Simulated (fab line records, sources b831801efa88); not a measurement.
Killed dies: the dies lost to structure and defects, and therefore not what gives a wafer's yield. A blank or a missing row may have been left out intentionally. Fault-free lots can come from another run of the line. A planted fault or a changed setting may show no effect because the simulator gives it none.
Which tool was responsible? :: flow gf180mcu :: 11 lots, 31 wafers sampled, at 6 steps of a route of 602

## WHAT EACH GAUGE READ, for each wafer
GF_V3_RS_MEAS_24: measurement is done with a four-point probe. Usual: V3_W_RS typically reads 0.330 ohm/sq, with standard deviation 0.0031.
lot: L302
measured: day 22 23:41
on: film-metro-04
V3_W_RS (ohm/sq): 0.329 0.329 0.334
flag: 

lot: L304
measured: day 23 16:32
on: film-metro-01
V3_W_RS (ohm/sq): 0.328 0.331 0.331
flag: 

lot: L305
measured: day 23 20:13
on: film-metro-01
V3_W_RS (ohm/sq): 0.328 0.330 0.328
flag: 

lot: L306
measured: day 24 06:37
on: film-metro-04
V3_W_RS (ohm/sq): 0.329 0.330 0.327
flag: 

lot: L309
measured: day 25 01:40
on: film-metro-03
V3_W_RS (ohm/sq): 0.332 0.335 0.332
flag: 

lot: L311
measured: day 25 10:17
on: film-metro-03
V3_W_RS (ohm/sq): 0.332 0.174 0.333 0.174
flag: OFF

lot: L313
measured: day 26 10:38
on: film-metro-03
V3_W_RS (ohm/sq): 0.172 0.172 0.172 0.171
flag: OFF

lot: L320
measured: day 28 04:42
on: film-metro-01
V3_W_RS (ohm/sq): 0.330 0.332 0.330
flag: 

lot: L323
measured: day 29 10:16
on: film-metro-01
V3_W_RS (ohm/sq): 0.330 0.333 0.330
flag: 

lot: L324
measured: day 29 12:53
on: film-metro-01
V3_W_RS (ohm/sq): 0.325 0.324 0.328
flag: 

lot: L325
measured: day 29 17:11
on: film-metro-04
V3_W_RS (ohm/sq): 0.334 0.333 0.330
flag: 

GF_M4_THK_MEAS_06: measures by xrf. Usual: M4_ALCU_THK typically reads 440 nm, with standard deviation 5.3.
lot: L302
measured: day 23 00:31
on: film-metro-01
M4_ALCU_THK (nm): 443 442 439
flag: 

lot: L304
measured: day 23 17:22
on: film-metro-01
M4_ALCU_THK (nm): 432 429 429
flag: 

lot: L305
measured: day 23 21:03
on: film-metro-01
M4_ALCU_THK (nm): 439 435 433
flag: 

lot: L306
measured: day 24 07:34
on: film-metro-01
M4_ALCU_THK (nm): 439 441 439
flag: 

lot: L309
measured: day 25 02:28
on: film-metro-01
M4_ALCU_THK (nm): 442 447 440
flag: 

lot: L311
measured: day 25 17:08
on: film-metro-02
M4_ALCU_THK (nm): 445 444
flag: 

lot: L313
measured: day 26 19:01
on: film-metro-01
M4_ALCU_THK (nm): 435 437
flag: 

lot: L320
measured: day 28 05:31
on: film-metro-03
M4_ALCU_THK (nm): 438 438 438
flag: 

lot: L323
measured: day 29 11:05
on: film-metro-03
M4_ALCU_THK (nm): 434 438 439
flag: 

lot: L324
measured: day 29 13:41
on: film-metro-03
M4_ALCU_THK (nm): 433 434 431
flag: 

lot: L325
measured: day 29 18:00
on: film-metro-01
M4_ALCU_THK (nm): 436 431 434
flag: 

## EACH LOT AND THE TOOL THAT RAN IT (in order: tool; ch and the chambers of the sampled wafers; start)
lot: L302
GF_V3_STRIP_18: plasma-asher-01 ch 0, day 22 22:53
GF_V3_CVD_23: cvd-w-02 ch 0,1, day 22 23:35
GF_V3_CMP_26: cmp-02 ch 0,2, day 22 23:52
GF_M4_SPUTTER_04: pvd-sputter-04, day 23 00:21

lot: L304
GF_V3_STRIP_18: plasma-asher-04 ch 0,1, day 23 15:46
GF_V3_CVD_23: cvd-w-01 ch 0,1, day 23 16:26
GF_V3_CMP_26: cmp-01 ch 0,3, day 23 16:43
GF_M4_SPUTTER_04: pvd-sputter-02, day 23 17:12

lot: L305
GF_V3_STRIP_18: plasma-asher-03 ch 0,1, day 23 19:22
GF_V3_CVD_23: cvd-w-02 ch 1, day 23 20:00
GF_V3_CMP_26: cmp-01 ch 0,1,3, day 23 20:24
GF_M4_SPUTTER_04: pvd-sputter-04, day 23 20:53

lot: L306
GF_V3_STRIP_18: plasma-asher-03 ch 0,1, day 24 05:26
GF_V3_CVD_23: cvd-w-02 ch 0,1, day 24 06:28
GF_V3_CMP_26: cmp-01 ch 0,2, day 24 06:58
GF_M4_SPUTTER_04: pvd-sputter-01, day 24 07:24

lot: L309
GF_V3_STRIP_18: plasma-asher-01 ch 0,1, day 25 00:55
GF_V3_CVD_23: cvd-w-02 ch 0,1, day 25 01:33
GF_V3_CMP_26: cmp-01 ch 0,2, day 25 01:49
GF_M4_SPUTTER_04: pvd-sputter-04, day 25 02:17

lot: L311
GF_V3_STRIP_18: plasma-asher-04 ch 0,1, day 25 09:32
GF_V3_CVD_23: cvd-w-02 ch 1, day 25 10:10
GF_V3_CMP_26: cmp-02 ch 0, day 25 16:32
GF_M4_SPUTTER_04: pvd-sputter-01, day 25 16:59

lot: L313
GF_V3_STRIP_18: plasma-asher-04 ch 1, day 26 09:52
GF_V3_CVD_23: cvd-w-02 ch 0, day 26 10:32
GF_V3_CMP_26: cmp-01 ch 0,2, day 26 18:32
GF_M4_SPUTTER_04: pvd-sputter-02, day 26 18:52

lot: L320
GF_V3_STRIP_18: plasma-asher-04 ch 0,1, day 28 03:56
GF_V3_CVD_23: cvd-w-01 ch 0,1, day 28 04:34
GF_V3_CMP_26: cmp-01 ch 1,3, day 28 04:52
GF_M4_SPUTTER_04: pvd-sputter-02, day 28 05:20

lot: L323
GF_V3_STRIP_18: plasma-asher-03 ch 0,1, day 29 09:32
GF_V3_CVD_23: cvd-w-02 ch 0,1, day 29 10:10
GF_V3_CMP_26: cmp-02 ch 1,2,3, day 29 10:36
GF_M4_SPUTTER_04: pvd-sputter-01, day 29 10:56

lot: L324
GF_V3_STRIP_18: plasma-asher-04 ch 0,1, day 29 12:07
GF_V3_CVD_23: cvd-w-01 ch 0,1, day 29 12:45
GF_V3_CMP_26: cmp-01 ch 0,2,3, day 29 13:02
GF_M4_SPUTTER_04: pvd-sputter-02, day 29 13:31

lot: L325
GF_V3_STRIP_18: plasma-asher-03 ch 0, day 29 16:19
GF_V3_CVD_23: cvd-w-02 ch 0,1, day 29 17:04
GF_V3_CMP_26: cmp-02 ch 1,2,3, day 29 17:22
GF_M4_SPUTTER_04: pvd-sputter-01, day 29 17:50
- GF_V3_STRIP_18: strips in O2/N2.
- GF_V3_CVD_23: deposits W, target thk 350 nm, time 104.9 s.
- GF_V3_CMP_26: polishes, stops on SiO2, t overpolish 15 s, target thk 0 nm.
- GF_M4_SPUTTER_04: material TiN, target thk 50 nm, time 41.7 s.

## WHAT THE TOOLS THEMSELVES READ (means of the sampled wafers that have a number; where no wafer has one, the mark that the record gives instead)
GF_V3_STRIP_18. Usual: drypump-motor-current-A 6.0 A, standard deviation 0.47; heater-power-w 322 W, standard deviation 16; oes-product-au 0.592 a.u., standard deviation 0.0048.
lot: L302
tool: plasma-asher-01
drypump-motor-current-A (A): 5.9
heater-power-w (W): 328
oes-product-au (a.u.): 0.591
flag: 

lot: L304
tool: plasma-asher-04
drypump-motor-current-A (A): 5.8
heater-power-w (W): 318
oes-product-au (a.u.): 0.595
flag: 

lot: L305
tool: plasma-asher-03
drypump-motor-current-A (A): 6.3
heater-power-w (W): 334
oes-product-au (a.u.): 0.585
flag: 

lot: L306
tool: plasma-asher-03
drypump-motor-current-A (A): 6.2
heater-power-w (W): 326
oes-product-au (a.u.): 0.592
flag: 

lot: L309
tool: plasma-asher-01
drypump-motor-current-A (A): 5.7
heater-power-w (W): 320
oes-product-au (a.u.): 0.598
flag: 

lot: L311
tool: plasma-asher-04
drypump-motor-current-A (A): 5.7
heater-power-w (W): 308
oes-product-au (a.u.): 0.593
flag: 

lot: L313
tool: plasma-asher-04
drypump-motor-current-A (A): 5.1
heater-power-w (W): 296
oes-product-au (a.u.): 0.591
flag: 

lot: L320
tool: plasma-asher-04
drypump-motor-current-A (A): 5.4
heater-power-w (W): 307
oes-product-au (a.u.): 0.595
flag: 

lot: L323
tool: plasma-asher-03
drypump-motor-current-A (A): 6.2
heater-power-w (W): 332
oes-product-au (a.u.): 0.593
flag: 

lot: L324
tool: plasma-asher-04
drypump-motor-current-A (A): 5.8
heater-power-w (W): 320
oes-product-au (a.u.): 0.591
flag: 

lot: L325
tool: plasma-asher-03
drypump-motor-current-A (A): 6.5
heater-power-w (W): 330
oes-product-au (a.u.): 0.592
flag: 

GF_V3_CVD_23. Usual: heater-power-outer-w 448 W, standard deviation 54; heater-power-w 765 W, standard deviation 87.
lot: L302
tool: cvd-w-02
heater-power-outer-w (W): 454
heater-power-w (W): 774
flag: 

lot: L304
tool: cvd-w-01
heater-power-outer-w (W): 418
heater-power-w (W): 685
flag: 

lot: L305
tool: cvd-w-02
heater-power-outer-w (W): 507
heater-power-w (W): 870
flag: 

lot: L306
tool: cvd-w-02
heater-power-outer-w (W): 476
heater-power-w (W): 822
flag: 

lot: L309
tool: cvd-w-02
heater-power-outer-w (W): 452
heater-power-w (W): 774
flag: 

lot: L311
tool: cvd-w-02
heater-power-outer-w (W): 502
heater-power-w (W): 872
flag: 

lot: L313
tool: cvd-w-02
heater-power-outer-w (W): 428
heater-power-w (W): 728
flag: 

lot: L320
tool: cvd-w-01
heater-power-outer-w (W): 383
heater-power-w (W): 666
flag: 

lot: L323
tool: cvd-w-02
heater-power-outer-w (W): 453
heater-power-w (W): 783
flag: 

lot: L324
tool: cvd-w-01
heater-power-outer-w (W): 422
heater-power-w (W): 684
flag: 

lot: L325
tool: cvd-w-02
heater-power-outer-w (W): 455
heater-power-w (W): 784
flag: 

GF_V3_CMP_26. Usual: edge-zone-pressure-frac 1.000, standard deviation 0.0049; motor-current-A 10.6 A, standard deviation 1.4; slurry-flow-ml-min 150.0, standard deviation 0.49; time-to-endpoint-s 84.2 s, standard deviation 2.5.
lot: L302
tool: cmp-02
edge-zone-pressure-frac: 1.002
motor-current-A (A): 11.4
slurry-flow-ml-min: 149.7
time-to-endpoint-s (s): 87.1
flag: 

lot: L304
tool: cmp-01
edge-zone-pressure-frac: 0.999
motor-current-A (A): 8.9
slurry-flow-ml-min: 149.7
time-to-endpoint-s (s): 85.1
flag: 

lot: L305
tool: cmp-01
edge-zone-pressure-frac: 1.000
motor-current-A (A): 10.3
slurry-flow-ml-min: 150.0
time-to-endpoint-s (s): 84.3
flag: 

lot: L306
tool: cmp-01
edge-zone-pressure-frac: 0.999
motor-current-A (A): 10.4
slurry-flow-ml-min: 149.6
time-to-endpoint-s (s): 82.7
flag: 

lot: L309
tool: cmp-01
edge-zone-pressure-frac: 0.999
motor-current-A (A): 11.5
slurry-flow-ml-min: 149.8
time-to-endpoint-s (s): 81.7
flag: 

lot: L311
tool: cmp-02
edge-zone-pressure-frac: 1.002
motor-current-A (A): 12.2
slurry-flow-ml-min: 150.1
time-to-endpoint-s (s): 124.1
flag: OFF

lot: L313
tool: cmp-01
edge-zone-pressure-frac: 0.997
motor-current-A (A): 11.1
slurry-flow-ml-min: 150.1
time-to-endpoint-s (s): 158.9
flag: OFF

lot: L320
tool: cmp-01
edge-zone-pressure-frac: 1.001
motor-current-A (A): 10.9
slurry-flow-ml-min: 149.8
time-to-endpoint-s (s): 82.4
flag: 

lot: L323
tool: cmp-02
edge-zone-pressure-frac: 0.996
motor-current-A (A): 10.4
slurry-flow-ml-min: 150.3
time-to-endpoint-s (s): 83.2
flag: 

lot: L324
tool: cmp-01
edge-zone-pressure-frac: 1.003
motor-current-A (A): 10.1
slurry-flow-ml-min: 149.8
time-to-endpoint-s (s): 86.3
flag: 

lot: L325
tool: cmp-02
edge-zone-pressure-frac: 1.005
motor-current-A (A): 10.7
slurry-flow-ml-min: 150.2
time-to-endpoint-s (s): 83.8
flag: 

GF_M4_SPUTTER_04. Usual: throttle-valve-pct 30.1 %, standard deviation 0.94.
lot: L302
tool: pvd-sputter-04
throttle-valve-pct (%): 30.8
flag: 

lot: L304
tool: pvd-sputter-02
throttle-valve-pct (%): 30.4
flag: 

lot: L305
tool: pvd-sputter-04
throttle-valve-pct (%): 30.9
flag: 

lot: L306
tool: pvd-sputter-01
throttle-valve-pct (%): 30.2
flag: 

lot: L309
tool: pvd-sputter-04
throttle-valve-pct (%): 31.1
flag: 

lot: L311
tool: pvd-sputter-01
throttle-valve-pct (%): 29.6
flag: 

lot: L313
tool: pvd-sputter-02
throttle-valve-pct (%): 28.7
flag: 

lot: L320
tool: pvd-sputter-02
throttle-valve-pct (%): 29.9
flag: 

lot: L323
tool: pvd-sputter-01
throttle-valve-pct (%): 29.8
flag: 

lot: L324
tool: pvd-sputter-02
throttle-valve-pct (%): 29.8
flag: 

lot: L325
tool: pvd-sputter-01
throttle-valve-pct (%): 30.6
flag: 

## THE ANSWER, worked out from the rows above alone
Rule: a lot counts as off when the mean over its wafers that have a number is more than 3 standard deviations away from the usual mean. A lot without any number at a reading at which 4 lots or more have one is off too. All remaining lots with rows at the step are treated as sound. The gauges are gone through in route order, then the tools' own readings, and for those a lot's mean is taken as printed above. At the first step where some lot is off, the reading lying furthest off is the one used; lots without a number count as furthest.
Off: L311, L313, seen at GF_V3_RS_MEAS_24 (V3_W_RS).
If a tool, at a process step before that reading, ran all the lots that are off and no sound lot after the first of them, it fits. The gauges at GF_V3_RS_MEAS_24 aren't tried: what is off there is off at GF_V3_CMP_26 too, on other tools, and a gauge's error can't cause that. Of those tried, none fits.

## WHAT THE SIMULATOR HAD PUT IN
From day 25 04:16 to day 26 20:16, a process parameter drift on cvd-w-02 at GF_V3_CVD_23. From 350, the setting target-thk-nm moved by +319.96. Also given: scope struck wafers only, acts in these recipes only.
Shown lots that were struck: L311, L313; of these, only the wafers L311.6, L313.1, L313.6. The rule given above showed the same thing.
